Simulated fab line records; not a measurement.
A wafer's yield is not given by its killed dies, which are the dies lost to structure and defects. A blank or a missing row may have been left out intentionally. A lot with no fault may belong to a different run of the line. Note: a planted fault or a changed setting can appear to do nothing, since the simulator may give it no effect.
fab line records | flow gf180mcu
record lots=24 wafers=72 lastDay=34
route steps=602 shown VT_IMPLANT@135 SAB@274 V1@361 M2@364 V4@501 TOP_METAL@572
lots untouched by any fault: they come from a run of this same line in which no faults occurred
startH: the number of hours between the record's first day and the start of the first shown wafer of the lot | waitH: hours elapsed since this lot's preceding step | " unchanged from the row above | L1.1+2: one row covering several wafers at once | - no value present, or no start provided | * or withheld: withheld | < > ~ a bound
route shown NAME@n: a module of which the file shows steps, and the number in the route of the first | usual: mean/standard deviation of fault-free wafers | same: alike in all rows | chamber/n: place in a boat | sites: the reading at each site | _std_site: the standard deviation of these | _edge_site: the outer-site mean with the inner-site mean subtracted | radiusMm: how far each site lies from the wafer's centre | mask NAME#n: copy n | behind: the most recent tool/chamber to have shaped the wafer | hold: what put the lot on hold/how long, in hours/how the hold closed | device: transistor that didn't switch, given as n, p or np | end of line: the route-end tests of the same wafers | a step given without rows: its recipe and nothing more | killed: the dies lost at the first sort to structure and to defects; this is not the yield of the wafer | map: per-die view of a wafer (x killed, . not killed, _ where there is no die)
set.NAME: the setting the step ran with; set.NAME@STEP: the setting that earlier step ran with | model.NAME: the simulator's own value behind a step, which no gauge read
route steps across a sampled set of lots; one table per step, one row per wafer
services: from which hour (startH, from the record's first day; less than 0 if before it) a tool's chamber was out of use, for how many hours, and why
## steps
# step GF_VT_IMPLANT_RTA_45
# recipe tempC=1050 timeS=30 ambient=N2
# usual annealTempCMax=1054.8/0.78 lampPowerPct=40/3.8 wafer_temp_C_max=1053.3/0.71
# columns lot.wafer tool chamber startH waitH annealTempCMax lampPowerPct wafer_temp_C_max
L074.1 rtpAnneal-01 0 158.36 0.0 1055.1 37 1055.1
L074.2 " 0 " " 1054.5 37 1053.2
L074.4 " 0 " " 1056.1 37 1053.5
L075.1 rtpAnneal-02 0 163.61 0.0 1054.8 44 1052.4
L075.4 " 0 " " 1054.5 44 1052.0
L075.6 " 0 " " 1053.5 44 1054.0
L076.1 rtpAnneal-01 0 167.96 0.0 1054.2 37 1053.0
L076.2 " 0 " " 1055.3 37 1054.3
L076.4 " 0 " " 1054.5 37 1053.6
L077.1 rtpAnneal-01 0 174.09 0.0 1055.6 37 1053.7
L077.2 " 0 " " 1054.2 37 1053.5
L077.4 " 0 " " 1054.2 37 1053.9
L078.2 rtpAnneal-02 0 180.48 0.0 1053.7 44 1052.8
L078.4 " 0 " " 1053.3 44 1054.1
L078.5 " 0 " " 1055.5 44 1054.4
L079.3 rtpAnneal-02 0 189.09 0.0 1054.0 44 1053.3
L079.4 " 0 " " 1054.3 44 1054.1
L079.5 " 0 " " 1053.5 44 1052.7
L080.4 rtpAnneal-02 0 194.96 0.1 1054.8 44 1053.2
L080.5 " 0 " " 1054.6 44 1053.3
L080.6 " 0 " " 1057.3 44 1053.0
L081.4 rtpAnneal-01 0 202.79 0.1 1055.2 36 1052.3
L081.5 " 0 " " 1054.7 37 1054.1
L081.6 " 0 " " 1055.2 37 1052.7
L082.1 rtpAnneal-02 0 211.61 0.0 1054.5 44 1053.1
L082.5 " 0 " " 1055.1 44 1052.7
L082.6 " 0 " " 1054.5 44 1054.6
L083.4 rtpAnneal-02 0 221.65 0.1 1054.4 44 1053.0
L083.5 " 0 " " 1053.8 44 1053.1
L083.6 " 0 " " 1054.0 44 1052.2
L084.2 rtpAnneal-02 0 232.32 0.0 1054.9 44 1053.6
L084.4 " 0 " " 1054.7 44 1052.7
L084.6 " 0 " " 1054.5 44 1053.9
L085.2 rtpAnneal-01 0 236.40 0.0 1053.6 37 1054.5
L085.3 " 0 " " 1055.1 37 1052.8
L085.4 " 0 " " 1055.2 37 1054.1
L086.1 rtpAnneal-02 0 237.99 0.0 1055.3 44 1053.5
L086.4 " 0 " " 1054.7 44 1053.2
L086.5 " 0 " " 1055.3 44 1052.6
L087.4 rtpAnneal-01 0 247.10 0.1 1053.5 37 1053.4
L087.5 " 0 " " 1054.6 37 1053.9
L087.6 " 0 " " 1055.7 37 1052.7
L088.1 rtpAnneal-01 0 253.61 0.0 1054.3 37 1052.9
L088.3 " 0 " " 1055.1 37 1052.3
L088.4 " 0 " " 1053.9 37 1052.9
L089.1 rtpAnneal-02 0 259.82 0.0 1054.5 44 1053.9
L089.2 " 0 " " 1055.2 44 1053.4
L089.4 " 0 " " 1055.4 44 1052.7
L091.3 rtpAnneal-01 0 273.73 0.0 1053.6 37 1053.5
L091.5 " 0 " " 1052.6 37 1052.8
L091.6 " 0 " " 1054.1 37 1052.4
L090.4 rtpAnneal-02 0 274.05 0.1 1054.1 44 1053.3
L090.5 " 0 " " 1054.2 44 1053.1
L090.6 " 0 " " 1054.2 44 1052.4
L092.1 rtpAnneal-01 0 278.20 0.0 1055.2 36 1052.6
L092.2 " 0 " " 1054.9 37 1055.3
L092.3 " 0 " " 1054.1 37 1053.0
L093.1 rtpAnneal-02 0 284.31 0.0 1053.6 44 1054.2
L093.2 " 0 " " 1053.6 44 1052.3
L093.4 " 0 " " 1053.7 44 1053.6
L094.1 rtpAnneal-01 0 292.04 0.0 1055.3 37 1053.6
L094.4 " 0 " " 1056.1 37 1052.4
L094.5 " 0 " " 1055.3 36 1053.0
L095.1 rtpAnneal-02 0 300.26 0.0 1054.0 44 1053.6
L095.2 " 0 " " 1055.9 44 1052.2
L095.6 " 0 " " 1055.0 44 1052.9
L096.2 rtpAnneal-01 0 307.76 0.0 1055.7 36 1054.0
L096.3 " 0 " " 1055.2 37 1053.1
L096.4 " 0 " " 1054.1 37 1053.0
L097.1 rtpAnneal-01 0 317.24 0.0 1055.5 37 1053.8
L097.3 " 0 " " 1054.2 37 1054.6
L097.4 " 0 " " 1055.6 37 1052.7
# step GF_SAB_OVL_MEAS_10
# usual SAB_OVL=-0.1/1.2
# columns lot.wafer tool chamber startH waitH SAB_OVL[nm]
L074.1 overlay-01 - 340.72 0.1 2.0
L074.2 " - " " 0.5
L074.4 " - " " -1.7
L075.1 overlay-01 - 348.86 0.1 3.3
L075.4 " - " " 1.2
L075.6 " - " " 1.7
L076.1 overlay-02 - 353.61 0.1 0.1
L076.2 " - " " 1.0
L076.4 " - " " 0.1
L077.1 overlay-01 - 358.38 0.1 1.2
L077.2 " - " " 1.2
L077.4 " - " " -0.3
L078.2 overlay-02 - 372.22 0.1 -0.8
L078.4 " - " " 0.1
L078.5 " - " " -0.6
L079.3 overlay-01 - 379.74 0.1 1.0
L079.4 " - " " 0.1
L079.5 " - " " 2.4
L080.4 overlay-01 - 388.79 0.1 0.5
L080.5 " - " " -0.6
L080.6 " - " " -0.2
L081.4 overlay-01 - 391.64 0.1 -1.2
L081.5 " - " " -0.2
L081.6 " - " " -0.9
L082.1 overlay-02 - 406.57 0.1 0.6
L082.5 " - " " 0.5
L082.6 " - " " -2.6
L083.4 overlay-02 - 423.50 0.1 -1.3
L083.5 " - " " -0.1
L083.6 " - " " -0.5
L084.2 overlay-02 - 435.61 0.1 -1.8
L084.4 " - " " -0.7
L084.6 " - " " -1.4
L085.2 overlay-02 - 437.73 0.1 -0.2
L085.3 " - " " -0.4
L085.4 " - " " -0.9
L086.1 overlay-01 - 440.01 0.1 -0.3
L086.4 " - " " -0.7
L086.5 " - " " 0.4
L087.4 overlay-02 - 453.25 0.1 -0.3
L087.5 " - " " -0.6
L087.6 " - " " -0.1
L088.1 overlay-02 - 464.07 0.1 -0.5
L088.3 " - " " -1.2
L088.4 " - " " -1.8
L089.1 overlay-01 - 473.38 0.1 0.5
L089.2 " - " " -0.9
L089.4 " - " " 0.6
L091.3 overlay-02 - 484.68 0.1 2.2
L091.5 " - " " 1.1
L091.6 " - " " 0.4
L090.4 overlay-02 - 487.39 0.1 -2.1
L090.5 " - " " -0.3
L090.6 " - " " -0.1
L092.1 overlay-02 - 495.17 0.1 -1.0
L092.2 " - " " 0.2
L092.3 " - " " 0.1
L093.1 overlay-02 - 505.86 0.1 -1.9
L093.2 " - " " -1.2
L093.4 " - " " -2.4
L094.1 overlay-02 - 516.83 0.1 -0.4
L094.4 " - " " -2.0
L094.5 " - " " -0.3
L095.1 overlay-02 - 525.07 0.1 -0.5
L095.2 " - " " 0.2
L095.6 " - " " -1.5
L096.2 overlay-02 - 534.07 0.1 -0.2
L096.3 " - " " 0.7
L096.4 " - " " 0.7
L097.1 overlay-01 - 543.42 0.1 0.2
L097.3 " - " " 0.1
L097.4 " - " " 1.2
# step GF_V1_CMP_26
# recipe stopOn=SiO2 downForcePsi=3.5 platenRpm=60 tOverpolishS=15 targetThkNm=0 padVelocityMS=0.94248
# usual motorCurrentA=10.5/0.76 overpolishRunS=15.001/0.0094 timeToEndpointS=85/3.7
# columns lot.wafer tool chamber startH waitH motorCurrentA overpolishRunS timeToEndpointS
L074.2 cmp-01 3 412.82 0.0 10.4 14.989 84
L074.1 " 0 " " 11.9 15.000 80
L074.4 " 1 " " 10.3 14.996 84
L075.1 cmp-02 3 421.51 0.1 10.0 15.005 83
L075.4 " 2 " " 11.1 15.012 80
L075.6 " 3 " " 11.2 14.998 82
L076.4 cmp-02 0 426.52 0.0 10.2 14.985 89
L076.1 " 2 " " 11.0 15.017 82
L076.2 " 3 " " 10.1 15.023 89
L077.4 cmp-02 3 432.46 0.0 10.3 15.005 87
L077.1 " 0 " " 11.0 15.006 84
L077.2 " 1 " " 9.3 14.988 88
L078.4 cmp-02 3 447.88 0.0 9.9 14.991 89
L078.2 " 2 " " 11.5 15.009 80
L078.5 " 0 " " 10.5 14.998 84
L079.4 cmp-01 0 456.26 0.0 12.0 14.982 79
L079.3 " 2 " " 9.8 15.006 83
L079.5 " 0 " " 11.9 14.997 80
L080.4 cmp-01 0 464.88 0.1 11.2 15.009 87
L080.5 " 3 " " 10.6 14.992 94
L080.6 " 0 " " 11.5 14.996 93
L081.4 cmp-01 1 469.92 0.7 9.7 15.007 83
L081.6 " 2 " " 9.5 15.005 79
L081.5 " 3 " " 9.9 15.003 81
L082.1 cmp-01 3 484.65 0.2 10.3 14.998 83
L082.6 " 0 " " 11.9 15.002 78
L082.5 " 1 " " 10.2 15.008 84
L083.4 cmp-02 3 501.74 0.0 10.4 15.020 87
L083.6 " 3 " " 10.2 15.011 88
L083.5 " 0 " " 10.5 15.017 86
L084.4 cmp-01 2 512.70 0.1 10.5 15.003 84
L084.2 " 3 " " 9.5 15.011 85
L084.6 " 1 " " 10.2 15.011 85
L085.3 cmp-02 1 514.83 0.0 9.2 15.000 91
L085.2 " 3 " " 10.0 15.002 86
L085.4 " 0 " " 10.6 15.004 83
L086.1 cmp-02 1 519.62 0.1 9.2 15.014 93
L086.4 " 2 " " 10.6 15.001 88
L086.5 " 0 " " 11.0 15.016 87
L087.4 cmp-01 3 531.09 0.1 9.9 15.000 88
L087.6 " 2 " " 10.0 15.001 84
L087.5 " 3 " " 10.1 14.999 86
L088.1 cmp-02 0 540.99 0.1 10.3 15.003 90
L088.4 " 1 " " 9.8 15.013 90
L088.3 " 2 " " 11.5 14.999 88
L089.2 cmp-02 2 550.11 0.1 11.3 14.996 89
L089.1 " 3 " " 10.3 14.996 89
L089.4 " 0 " " 11.1 14.997 87
L091.3 cmp-01 3 560.22 0.1 10.3 15.001 85
L091.5 " 2 " " 9.7 14.994 83
L091.6 " 3 " " 9.9 15.010 87
L090.4 cmp-01 0 562.35 0.0 11.6 14.991 83
L090.6 " 0 " " 12.1 15.001 82
L090.5 " 1 " " 9.5 15.000 82
L092.3 cmp-01 1 569.21 0.0 10.1 14.990 82
L092.2 " 3 " " 10.1 14.983 86
L092.1 " 0 " " 11.2 15.005 80
L093.2 cmp-01 3 578.41 0.1 10.3 15.003 90
L093.4 " 0 " " 11.9 14.991 84
L093.1 " 1 " " 9.4 14.986 85
L094.4 cmp-02 0 587.81 0.1 10.0 14.988 87
L094.1 " 2 " " 10.6 15.005 81
L094.5 " 3 " " 9.9 14.994 87
L095.2 cmp-01 1 595.65 0.1 10.2 14.970 83
L095.1 " 3 " " 9.8 15.007 85
L095.6 " 0 " " 12.2 14.999 77
L096.2 cmp-01 3 603.32 0.0 10.4 15.001 83
L096.3 " 1 " " 10.2 14.990 81
L096.4 " 2 " " 9.9 15.011 82
L097.4 cmp-01 3 611.06 0.0 10.1 15.000 85
L097.3 " 1 " " 9.8 15.003 83
L097.1 " 2 " " 10.1 15.000 82
# step GF_M2_SPUTTER_02
# recipe material=AlCu targetThkNm=450 powerW=10600 timeS=23.9 chamberPressurePa=0.4
# usual throttleValvePct=29.7/1.2
# columns lot.wafer tool chamber startH waitH throttleValvePct
L074.1 pvdSputter-03 - 413.25 0.0 29.3
L074.2 " - " " 29.2
L074.4 " - " " 27.5
L075.1 pvdSputter-03 - 421.94 0.0 27.6
L075.4 " - " " 29.4
L075.6 " - " " 30.2
L076.1 pvdSputter-04 - 426.95 0.0 28.0
L076.2 " - " " 31.4
L076.4 " - " " 29.4
L077.1 pvdSputter-01 - 432.89 0.0 28.9
L077.2 " - " " 30.2
L077.4 " - " " 31.5
L078.2 pvdSputter-03 - 448.31 0.0 27.3
L078.4 " - " " 29.5
L078.5 " - " " 27.6
L079.3 pvdSputter-03 - 456.69 0.0 27.7
L079.4 " - " " 29.4
L079.5 " - " " 30.3
L080.4 pvdSputter-04 - 465.27 0.0 29.4
L080.5 " - " " 29.5
L080.6 " - " " 29.8
L081.4 pvdSputter-04 - 470.20 0.0 31.9
L081.5 " - " " 31.6
L081.6 " - " " 29.8
L082.1 pvdSputter-01 - 484.93 0.0 29.0
L082.5 " - " " 29.2
L082.6 " - " " 30.9
L083.4 pvdSputter-01 - 502.17 0.0 31.6
L083.5 " - " " 30.9
L083.6 " - " " 29.1
L084.2 pvdSputter-03 - 513.03 0.0 27.7
L084.4 " - " " 30.0
L084.6 " - " " 29.6
L085.2 pvdSputter-01 - 515.26 0.0 31.3
L085.3 " - " " 31.1
L085.4 " - " " 30.3
L086.1 pvdSputter-01 - 520.01 0.0 30.2
L086.4 " - " " 29.1
L086.5 " - " " 29.3
L087.4 pvdSputter-03 - 531.47 0.0 30.4
L087.5 " - " " 29.3
L087.6 " - " " 29.2
L088.1 pvdSputter-03 - 541.37 0.0 27.7
L088.3 " - " " 29.5
L088.4 " - " " 30.2
L089.1 pvdSputter-04 - 550.54 0.0 28.0
L089.2 " - " " 29.6
L089.4 " - " " 31.6
L091.3 pvdSputter-01 - 560.60 0.0 31.6
L091.5 " - " " 29.1
L091.6 " - " " 30.9
L090.4 pvdSputter-01 - 562.78 0.0 30.9
L090.5 " - " " 29.3
L090.6 " - " " 31.2
L092.1 pvdSputter-03 - 569.64 0.0 27.6
L092.2 " - " " 29.5
L092.3 " - " " 29.7
L093.1 pvdSputter-04 - 578.80 0.0 31.5
L093.2 " - " " 29.4
L093.4 " - " " 29.9
L094.1 pvdSputter-03 - 588.19 0.0 30.1
L094.4 " - " " 29.3
L094.5 " - " " 29.3
L095.1 pvdSputter-01 - 596.03 0.0 31.3
L095.2 " - " " 31.2
L095.6 " - " " 29.1
L096.2 pvdSputter-01 - 603.75 0.0 30.4
L096.3 " - " " 30.9
L096.4 " - " " 31.2
L097.1 pvdSputter-03 - 611.50 0.0 27.5
L097.3 " - " " 30.2
L097.4 " - " " 29.6
# step GF_V4_THK_MEAS_25
# recipe thkMeasGauge=xrf reads=W_of_V4_CVD_23
# usual V4_W_THK=342/4.4
# columns lot.wafer tool chamber startH waitH V4_W_THK[nm]
L074.1 filmMetro-03 - 563.10 0.1 343
L074.2 " - " " 346
L074.4 " - " " 343
L075.1 filmMetro-04 - 570.18 0.1 342
L075.4 " - " " 346
L075.6 " - " " 344
L076.1 filmMetro-04 - 574.95 0.1 346
L076.2 " - " " 343
L076.4 " - " " 345
L077.1 filmMetro-01 - 580.35 0.1 343
L077.2 " - " " 346
L077.4 " - " " 348
L078.2 filmMetro-03 - 590.06 0.1 340
L078.4 " - " " 337
L078.5 " - " " 338
L079.3 filmMetro-01 - 600.80 0.1 342
L079.4 " - " " 344
L079.5 " - " " 342
L080.4 filmMetro-01 - 609.16 0.1 345
L080.5 " - " " 346
L080.6 " - " " 348
L081.4 filmMetro-03 - 616.23 0.1 340
L081.5 " - " " 338
L081.6 " - " " 337
L082.1 filmMetro-04 - 625.05 0.1 345
L082.5 " - " " 344
L082.6 " - " " 341
L083.4 filmMetro-01 - 641.16 0.1 342
L083.5 " - " " 346
L083.6 " - " " 346
L084.2 filmMetro-03 - 649.66 0.1 338
L084.4 " - " " 338
L084.6 " - " " 335
L085.2 filmMetro-01 - 652.41 0.1 345
L085.3 " - " " 343
L085.4 " - " " 339
L086.1 filmMetro-03 - 653.39 0.1 340
L086.4 " - " " 338
L086.5 " - " " 333
L087.4 filmMetro-01 - 663.14 0.1 341
L087.5 " - " " 342
L087.6 " - " " 342
L088.1 filmMetro-03 - 673.80 0.1 336
L088.3 " - " " 339
L088.4 " - " " 337
L089.1 filmMetro-03 - 680.45 0.1 344
L089.2 " - " " 340
L089.4 " - " " 341
L091.3 filmMetro-03 - 688.07 0.1 340
L091.5 " - " " 339
L091.6 " - " " 340
L090.4 filmMetro-01 - 693.38 0.1 348
L090.5 " - " " 350
L090.6 " - " " 349
L092.1 filmMetro-03 - 696.80 0.1 343
L092.2 " - " " 338
L092.3 " - " " 333
L093.1 filmMetro-04 - 704.45 0.1 340
L093.2 " - " " 344
L093.4 " - " " 342
L094.1 filmMetro-01 - 714.06 0.1 349
L094.4 " - " " 349
L094.5 " - " " 345
L095.1 filmMetro-04 - 717.98 0.1 339
L095.2 " - " " 340
L095.6 " - " " 341
L096.2 filmMetro-03 - 725.04 0.1 334
L096.3 " - " " 334
L096.4 " - " " 333
L097.1 filmMetro-04 - 733.69 0.1 346
L097.3 " - " " 344
L097.4 " - " " 347
# step GF_TOP_METAL_RS_MEAS_05
# recipe thkMeasGauge=four-point-probe reads=TiN_of_TOP_METAL_SPUTTER_04+Ti_of_TOP_METAL_SPUTTER_03+AlCu_of_TOP_METAL_SPUTTER_02+TiN_of_TOP_METAL_SPUTTER_01+Ti_of_TOP_METAL_SPUTTER_00
# usual TOP_METAL_ALCU_RS=0.0328/0.00036
# columns lot.wafer tool chamber startH waitH TOP_METAL_ALCU_RS[ohm/sq]
L074.1 filmMetro-01 - 630.67 0.0 0.0326
L074.2 " - " " 0.0325
L074.4 " - " " 0.0328
L075.1 filmMetro-04 - 633.82 0.0 0.0322
L075.4 " - " " 0.0325
L075.6 " - " " 0.0324
L076.1 filmMetro-01 - 640.13 0.0 0.0328
L076.2 " - " " 0.0332
L076.4 " - " " 0.0328
L077.1 filmMetro-01 - 645.48 0.0 0.0330
L077.2 " - " " 0.0331
L077.4 " - " " 0.0336
L078.2 filmMetro-04 - 655.72 0.0 0.0329
L078.4 " - " " 0.0330
L078.5 " - " " 0.0332
L079.3 filmMetro-02 - 664.40 0.1 0.0330
L079.4 " - " " 0.0333
L079.5 " - " " 0.0327
L080.4 filmMetro-01 - 673.89 0.1 0.0330
L080.5 " - " " 0.0332
L080.6 " - " " 0.0328
L081.4 filmMetro-04 - 678.21 0.1 0.0328
L081.5 " - " " 0.0328
L081.6 " - " " 0.0329
L082.1 filmMetro-02 - 688.59 0.0 0.0329
L082.5 " - " " 0.0328
L082.6 " - " " 0.0329
L083.4 filmMetro-02 - 700.51 0.1 0.0325
L083.5 " - " " 0.0328
L083.6 " - " " 0.0329
L084.2 filmMetro-04 - 709.82 0.0 0.0325
L084.4 " - " " 0.0323
L084.6 " - " " 0.0328
L085.2 filmMetro-02 - 712.95 0.0 0.0322
L085.3 " - " " 0.0320
L085.4 " - " " 0.0323
L086.1 filmMetro-02 - 714.52 0.0 0.0328
L086.4 " - " " 0.0329
L086.5 " - " " 0.0329
L087.4 filmMetro-02 - 721.95 0.1 0.0329
L087.5 " - " " 0.0329
L087.6 " - " " 0.0328
L088.1 filmMetro-02 - 733.57 0.0 0.0326
L088.3 " - " " 0.0328
L088.4 " - " " 0.0324
L089.1 filmMetro-01 - 737.67 0.0 0.0331
L089.2 " - " " 0.0323
L089.4 " - " " 0.0333
L091.3 filmMetro-01 - 744.06 0.1 0.0326
L091.5 " - " " 0.0327
L091.6 " - " " 0.0328
L090.4 filmMetro-01 - 751.37 0.2 0.0324
L090.5 " - " " 0.0321
L090.6 " - " " 0.0324
L092.1 filmMetro-02 - 754.06 0.0 0.0334
L092.2 " - " " 0.0327
L092.3 " - " " 0.0332
L093.1 filmMetro-01 - 758.78 0.0 0.0322
L093.2 " - " " 0.0324
L093.4 " - " " 0.0325
L094.1 filmMetro-01 - 768.79 0.0 0.0327
L094.4 " - " " 0.0331
L094.5 " - " " 0.0327
L095.1 filmMetro-01 - 772.29 0.0 0.0329
L095.2 " - " " 0.0331
L095.6 " - " " 0.0330
L096.2 filmMetro-04 - 777.56 0.0 0.0328
L096.3 " - " " 0.0329
L096.4 " - " " 0.0329
L097.1 filmMetro-04 - 786.60 0.0 0.0335
L097.3 " - " " 0.0335
L097.4 " - " " 0.0334
## services
# columns tool chamber startH hours kind
rtpAnneal-02 - 156.57 4.4 repair
cmp-01 - 161.94 0.5 repair
pvdSputter-03 - 171.04 3.5 repair
pvdSputter-03 - 176.93 3.7 repair
cmp-01 - 198.71 3.3 repair
cmp-02 - 209.62 5.7 repair
cmp-01 - 232.00 4.0 pm
pvdSputter-03 - 234.65 1.1 repair
cmp-01 - 239.37 1.8 repair
cmp-01 - 292.52 6.1 pm
cmp-02 - 297.70 0.5 repair
cmp-02 - 298.92 6.7 pm
rtpAnneal-01 - 310.93 4.3 pm
cmp-01 - 402.02 1.0 repair
rtpAnneal-02 - 407.60 3.9 pm
cmp-01 - 421.43 22.5 pm
cmp-01 - 449.61 1.8 repair
cmp-01 - 449.86 0.4 repair
cmp-01 - 466.05 3.4 repair
cmp-01 - 478.24 2.0 repair
cmp-01 - 488.82 5.5 pm
cmp-01 - 498.85 0.4 repair
cmp-01 - 572.14 4.0 pm
rtpAnneal-02 - 592.14 37.8 pm
## key
fault none
